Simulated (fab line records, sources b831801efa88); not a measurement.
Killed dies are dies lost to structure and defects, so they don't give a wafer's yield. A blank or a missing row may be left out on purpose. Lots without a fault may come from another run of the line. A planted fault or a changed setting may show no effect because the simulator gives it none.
Problem report in the 8D (eight disciplines) form, filled by code | flow gf180mcu | the parts of the form that need people (team, actions taken, sign-off) are left out

1. THE PROBLEM
spin_speed_rpm at GF_HV_LDD_COAT_41 reads a mean of 2876.3 rpm on 6 wafers of 2 lots; wafers without a fault read 2999.6 rpm with a standard deviation of 1.9. That is -65 standard deviations from the usual mean.
The step: resist thk 1000 nm.
First seen on wafer L735.2, day 15 11:44, on litho_track-03. The record holds 42 wafers of 14 lots with a number at this step. Rule for "out", or "out of limits": more than 4 standard deviations from the usual mean. The other wafers with a number count as sound.

2. WHAT IT IS AND WHAT IT IS NOT
question                    | is                     | is not
which readings at this step | spin_speed_rpm         | -
which lots                  | L735, L737             | L725, L726, L727, L738, L739, L741, L742, L744, L745, L746, L747, L748
which wafers of those lots  | all that have a number | -
read on which tools         | litho_track-03         | litho_track-01, litho_track-02
when                        | from day 15 11:44      | up to then (9 sound wafers); but 27 sound wafers of L738, L739, L741, L742, L744, L745, L746, L747, L748 came after

3. SUSPECTS, AND WHAT RULES EACH OUT
Counting: a tool at a process step up to the reading stays a suspect if it ran every lot that is out and no sound lot after the first of them.
- litho_track-03 at GF_HV_LDD_COAT_41 (resist thk 1000 nm): ruled out as a lasting fault. Sound lots L747, L748 ran on it after its first lot that is out, L735 (day 15 11:44).
Left after counting: nothing in the record.

4. THE CAUSE (what the simulator had put in)
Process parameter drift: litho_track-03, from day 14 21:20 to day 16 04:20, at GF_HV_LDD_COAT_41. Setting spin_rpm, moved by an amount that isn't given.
Counting ruled it out, wrongly.

5. THE CHAIN OF EFFECTS, in route order
Each row: a reading whose mean over the struck wafers that have a number lies more than 3 standard deviations from the usual. Only readings for which the record gives a usual standard deviation are gone through. hours: the time from each lot's start at the first step in this table that gives one to its start at this step, as a median over the lots. sigmas: the change in usual standard deviations.
hours | step               | reading                  | usual      | on struck wafers | change | sigmas
0     | GF_HV_LDD_COAT_41  | spin_speed_rpm           | 2999.6 rpm | 2876.3           | -123.3 | -65
12    | GF_HV_LDD_STRIP_49 | strip_time_to_endpoint_s | 12.64 s    | 12.81            | +0.17  | +4.2
The process steps in it:
- GF_HV_LDD_COAT_41: resist thk 1000 nm.
- GF_HV_LDD_STRIP_49: strips in O2/N2.
Later measuring or inspecting steps at which every struck wafer that the step has a row for has a number for every such reading, and none has moved that far: GF_PSD_OVL_MEAS_08, GF_M1_CD_MEAS_14.

6. WHAT WOULD HAVE CAUGHT IT SOONER
In this record the first reading out of limits was taken at day 15 11:44, 14 hours after the fault began at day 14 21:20.
